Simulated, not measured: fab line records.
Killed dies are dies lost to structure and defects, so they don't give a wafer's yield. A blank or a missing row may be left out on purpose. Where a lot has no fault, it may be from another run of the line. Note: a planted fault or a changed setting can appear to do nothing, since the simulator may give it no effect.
What tool caused it? | flow gf180mcu | 42 wafers from 14 lots sampled at 4 of the route's 602 steps

## WHAT THE GAUGES READ, wafer by wafer
GF_V5_CD_MEAS_14: the cd target is 260 nm.
lot  | measured     | on        | cd nm (nm)
L166 | day 26 21:56 | cd sem-01 | 259.8 261.3 259.9
L167 | day 27 11:25 | cd sem-01 | 259.3 257.7 258.3
L169 | day 28 05:38 | cd sem-02 | 258.9 259.4 259.6
L170 | day 28 10:22 | cd sem-02 | 313.7 312.7 313.1
L173 | day 29 07:19 | cd sem-01 | 260.5 260.0 259.4
L174 | day 29 16:10 | cd sem-02 | 313.1 312.1 312.3
L179 | day 31 12:46 | cd sem-01 | 259.6 259.9 258.0
L183 | day 32 11:19 | cd sem-01 | 261.3 261.2 260.1
L184 | day 32 13:59 | cd sem-02 | 259.9 259.2 260.5
L185 | day 33 03:26 | cd sem-01 | 259.1 259.5 256.9
L186 | day 33 03:49 | cd sem-01 | 259.0 259.8 258.0
L187 | day 33 10:49 | cd sem-02 | 259.9 259.8 260.5
L188 | day 33 10:49 | cd sem-01 | 260.7 259.5 261.6
L189 | day 33 20:02 | cd sem-01 | 257.3 260.6 258.7

## WHICH TOOL RAN EACH LOT (tool, then ch and the chambers of the sampled wafers, then the start)
lot  | GF_V4_SPUTTER_21             | GF_MIM_METAL_ETCH_19              | GF_V5_SOFTBAKE_10
L166 | pvd sputter-03, day 24 03:49 | rie metal-01 ch 0,1, day 25 02:42 | litho track-04 ch 0, day 26 12:00
L167 | pvd sputter-03, day 24 16:48 | rie metal-04 ch 0,1, day 25 15:36 | litho track-04 ch 0, day 27 00:00
L169 | pvd sputter-02, day 25 12:46 | rie metal-04 ch 0,1, day 26 11:13 | litho track-04 ch 0, day 27 18:00
L170 | pvd sputter-02, day 25 16:53 | rie metal-02 ch 0,1, day 26 15:16 | litho track-04 ch 0, day 28 00:00
L173 | pvd sputter-04, day 26 16:44 | rie metal-01 ch 0,1, day 27 14:37 | litho track-02 ch 0, day 28 21:00
L174 | pvd sputter-04, day 27 03:18 | rie metal-01 ch 0,1, day 28 00:32 | litho track-04 ch 0, day 29 07:00
L179 | pvd sputter-02, day 29 04:05 | rie metal-01 ch 0, day 29 23:41   | litho track-03 ch 0, day 31 03:00
L183 | pvd sputter-03, day 30 03:58 | rie metal-04 ch 0,1, day 30 22:52 | litho track-02 ch 0, day 32 02:00
L184 | pvd sputter-02, day 30 06:55 | rie metal-02 ch 0,1, day 31 02:23 | litho track-04 ch 0, day 32 06:00
L185 | pvd sputter-04, day 30 20:26 | rie metal-02 ch 0,1, day 31 15:26 | litho track-02 ch 0, day 32 18:00
L186 | pvd sputter-03, day 30 21:35 | rie metal-04 ch 0,1, day 31 16:07 | litho track-03 ch 0, day 32 18:00
L187 | pvd sputter-02, day 31 04:29 | rie metal-02 ch 0,1, day 31 22:58 | litho track-03 ch 0, day 33 02:00
L188 | pvd sputter-04, day 31 06:53 | rie metal-04 ch 0,1, day 32 00:38 | litho track-04 ch 0, day 33 03:00
L189 | pvd sputter-03, day 31 16:37 | rie metal-01 ch 0, day 32 10:07   | litho track-04 ch 0, day 33 11:00
- GF_V4_SPUTTER_21: material Ti, target thk 15 nm, time 80.02 s.
- GF_MIM_METAL_ETCH_19: etches the open film in Cl2/BCl3, stops on Si3N4, target depth 324.5 nm, time 54.1 s.
- GF_V5_SOFTBAKE_10: time 60 s.

## WHAT THE TOOLS THEMSELVES READ (means of the sampled wafers that have a number; where no wafer has one, the mark that the record gives instead)
GF_V4_SPUTTER_21.
lot  | tool           | throttle valve pct (%)
L166 | pvd sputter-03 | 29.3
L167 | pvd sputter-03 | 29.2
L169 | pvd sputter-02 | 30.5
L170 | pvd sputter-02 | 30.3
L173 | pvd sputter-04 | 30.1
L174 | pvd sputter-04 | 28.7
L179 | pvd sputter-02 | 31.0
L183 | pvd sputter-03 | 29.5
L184 | pvd sputter-02 | 29.9
L185 | pvd sputter-04 | 29.8
L186 | pvd sputter-03 | 28.9
L187 | pvd sputter-02 | 30.1
L188 | pvd sputter-04 | 29.3
L189 | pvd sputter-03 | 30.0

GF_MIM_METAL_ETCH_19.
lot  | tool         | chamber pressure mTorr (mTorr) | drypump motor current A (A) | he backside leak sccm (sccm) | oes product au (a.u.) | throttle valve pct (%)
L166 | rie metal-01 | 8.010                          | 6.0                         | 3.3                          | 0.939                 | 28.293
L167 | rie metal-04 | 7.996                          | 6.0                         | 3.5                          | 0.945                 | 28.274
L169 | rie metal-04 | 7.998                          | 6.2                         | 3.3                          | 0.939                 | 28.284
L170 | rie metal-02 | 7.996                          | 5.6                         | 3.6                          | 0.939                 | 28.284
L173 | rie metal-01 | 8.002                          | 5.4                         | 3.1                          | 0.944                 | 28.280
L174 | rie metal-01 | 7.994                          | 6.0                         | 3.3                          | 0.944                 | 28.286
L179 | rie metal-01 | 8.002                          | 6.5                         | 3.4                          | 0.940                 | 28.290
L183 | rie metal-04 | 7.998                          | 6.2                         | 3.3                          | 0.933                 | 28.289
L184 | rie metal-02 | 8.004                          | 5.6                         | 3.7                          | 0.949                 | 28.285
L185 | rie metal-02 | 7.997                          | 5.6                         | 3.6                          | 0.948                 | 28.266
L186 | rie metal-04 | 8.000                          | 6.0                         | 3.4                          | 0.940                 | 28.275
L187 | rie metal-02 | 7.996                          | 5.4                         | 3.5                          | 0.936                 | 28.285
L188 | rie metal-04 | 7.993                          | 6.0                         | 4.5                          | 0.940                 | 28.295
L189 | rie metal-01 | 8.005                          | 6.5                         | 3.3                          | 0.939                 | 28.283

GF_V5_SOFTBAKE_10.
lot  | tool           | heater power total W (W) | plate temp C (C)
L166 | litho track-04 | 93.07                    | 129.98
L167 | litho track-04 | 93.02                    | 130.05
L169 | litho track-04 | 93.04                    | 130.12
L170 | litho track-04 | 106.09                   | 143.81
L173 | litho track-02 | 93.04                    | 129.93
L174 | litho track-04 | 105.98                   | 143.82
L179 | litho track-03 | 93.02                    | 129.93
L183 | litho track-02 | 93.02                    | 129.99
L184 | litho track-04 | 93.07                    | 129.98
L185 | litho track-02 | 93.05                    | 130.04
L186 | litho track-03 | 93.08                    | 129.97
L187 | litho track-03 | 93.07                    | 130.13
L188 | litho track-04 | 93.03                    | 130.18
L189 | litho track-04 | 92.99                    | 130.03

## THE ANSWER, worked out from the rows above alone
Rule: the usual values come from the lots themselves. The widest of any qualifying gaps counts: lots, ordered by their means at a reading, are off when they make up no more than a third of the lots, leave a main group of 4 or more, and stand apart from it by 3 or more times the standard deviation of that group's means. A main group whose means are all the same, to the digits that the tables above print for the reading, isn't used. A lot without any number at a reading at which 4 lots or more have one is off too. All remaining lots with rows at the step are treated as sound. Order of review: gauges by route order, followed by the tools' own readings, for which a lot's mean as printed above is used. The first step at which some lot is off is used, and at that step the reading that is off furthest; a lot without a number counts as furthest.
Off: L170, L174 (GF_V5_CD_MEAS_14, cd nm). Main group: mean 259.6 nm, sd 0.78.
If a tool, at a process step before that reading, ran all the lots that are off and no sound lot after the first of them, it fits. The gauges at GF_V5_CD_MEAS_14 aren't tried: what is off there is off at GF_V5_SOFTBAKE_10 too, on other tools, and a gauge's error can't cause that. None of those tried fits.

## WHAT THE SIMULATOR HAD PUT IN
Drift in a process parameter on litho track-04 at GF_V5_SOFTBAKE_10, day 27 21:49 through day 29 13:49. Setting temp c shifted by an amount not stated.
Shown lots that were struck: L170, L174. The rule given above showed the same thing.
